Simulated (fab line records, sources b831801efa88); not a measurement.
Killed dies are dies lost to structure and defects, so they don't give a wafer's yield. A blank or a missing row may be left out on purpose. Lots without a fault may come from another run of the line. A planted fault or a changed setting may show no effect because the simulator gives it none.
A struck lot beside a sound one | flow sky130 | 15 steps out of a route of 708
Sound: wafers L410.1, L410.5, L410.6. Struck: wafers L423.2, L423.4, L423.5. The cause comes at the end.
At each step with rows: each side's tool, then ch and its chambers, then its first start. Under that, the readings that differ: sound wafers | struck wafers | difference of the means | sigmas: that difference in standard deviations of wafers without a fault.
alike: readings whose means differ by less than 2 such deviations, and words and numbers that are the same on both sides. not compared: withheld readings, readings that some wafer has no value for, bounds like >300 that may hide the same value, and numbers for which the record gives no deviation and whose values overlap.
The two part at a step that has a row with sigmas, a row that says differs or no value, or rows on one side only. Numbers that don't overlap but have no deviation are shown without sigmas and don't part them. A reading that every wafer of one side lacks parts them only if that side has two wafers or more.

first, 7 steps without rows for these wafers: SKY_METAL4_HMDS_06 (prime time 60 s); SKY_METAL4_COAT_07 (resist thk 60 nm); SKY_METAL4_COAT_08 (resist thk 1140 nm); SKY_METAL4_SOFTBAKE_09 (time 90 s); SKY_METAL4_EXPOSE_10 (exposes mask MM4, target cd 300 nm); SKY_METAL4_PEB_11; SKY_METAL4_DEVELOP_12 (develop time 60 s).
SKY_METAL4_CD_MEAS_13: target cd 300 nm.
  sound on cd_sem-01, day 43 12:47; struck on cd_sem-02, day 47 04:21
  alike: cd_nm
SKY_METAL4_OVL_MEAS_14:
  sound on overlay-01, day 43 12:54; struck on overlay-01, day 47 04:27
  alike: METAL4_OVL
SKY_METAL4_DESCUM_15: chemistry O2, time 8 s.
  sound on rie_metal-01 ch 0,1, day 43 12:56; struck on rie_metal-04 ch 1, day 47 04:29
  reading               | sound             | struck            | difference | sigmas
  oes_product_au (a.u.) | 1.014 0.990 1.019 | 0.981 0.990 0.981 | -0.024     | -2
  alike: drypump_motor_current_A
  not compared: rf_hours_counter_h
SKY_METAL4_ETCH_16: etches BARC in N2/H2, stops on SiO2, time 88.2 s, target depth 60 nm.
  sound on rie_metal-01 ch 0,1, day 43 12:58; struck on rie_metal-04 ch 1, day 47 04:31
  alike: chamber_pressure_mTorr, drypump_motor_current_A, oes_product_au, throttle_valve_pct
  not compared: rf_hours_counter_h
SKY_METAL4_ETCH_17: etches SiO2 in C4F8/O2/Ar, stops on TiN, time 3.9 s, target depth 15 nm.
  sound on rie_diel-02 ch 1,2, day 43 13:04; struck on rie_diel-01 ch 0,1,3, day 47 04:37
  reading                        | sound             | struck            | difference | sigmas
  chamber_pressure_mTorr (mTorr) | 40.01 40.02 40.07 | 39.93 39.94 39.97 | -0.09      | -2
  alike: oes_product_au
SKY_METAL4_METAL_ETCH_18: etches the open film in Cl2/BCl3, stops on SiO2, target depth 845 nm, time 183.1 s.
  sound on rie_metal-02 ch 0,1, day 43 13:05; struck on rie_metal-02 ch 0, day 47 04:41
  reading                                       | sound              | struck               | difference | sigmas
  chamber_pressure_mTorr (mTorr)                | 10.004 9.982 9.998 | 12.015 11.995 11.996 | +2.007     | +99 or more
  model.KrF-thick_of_METAL4_COAT_08.thk_nm (nm) | 526.6 525.9 524.2  | 520.2 518.5 522.1    | -5.3       |
  alike: drypump_motor_current_A, mfc_cl2_sccm, oes_product_au, throttle_valve_pct
  not compared: rf_hours_counter_h
SKY_METAL4_STRIP_19: strips in O2/N2.
  sound on plasma_asher-04 ch 0,1, day 43 13:16; struck on plasma_asher-04 ch 0,1, day 47 04:59
  alike: drypump_motor_current_A, oes_product_au, strip_time_to_endpoint_s
  not compared: rf_hours_counter_h
SKY_PAD_OPEN_PROBE_99:
  the record has rows for the sound wafers here (prober-01, day 47 07:21) and none for the struck ones

WHERE THEY PART
First at SKY_METAL4_DESCUM_15; last, within this record, at SKY_PAD_OPEN_PROBE_99.

WHY: what the simulator had put in
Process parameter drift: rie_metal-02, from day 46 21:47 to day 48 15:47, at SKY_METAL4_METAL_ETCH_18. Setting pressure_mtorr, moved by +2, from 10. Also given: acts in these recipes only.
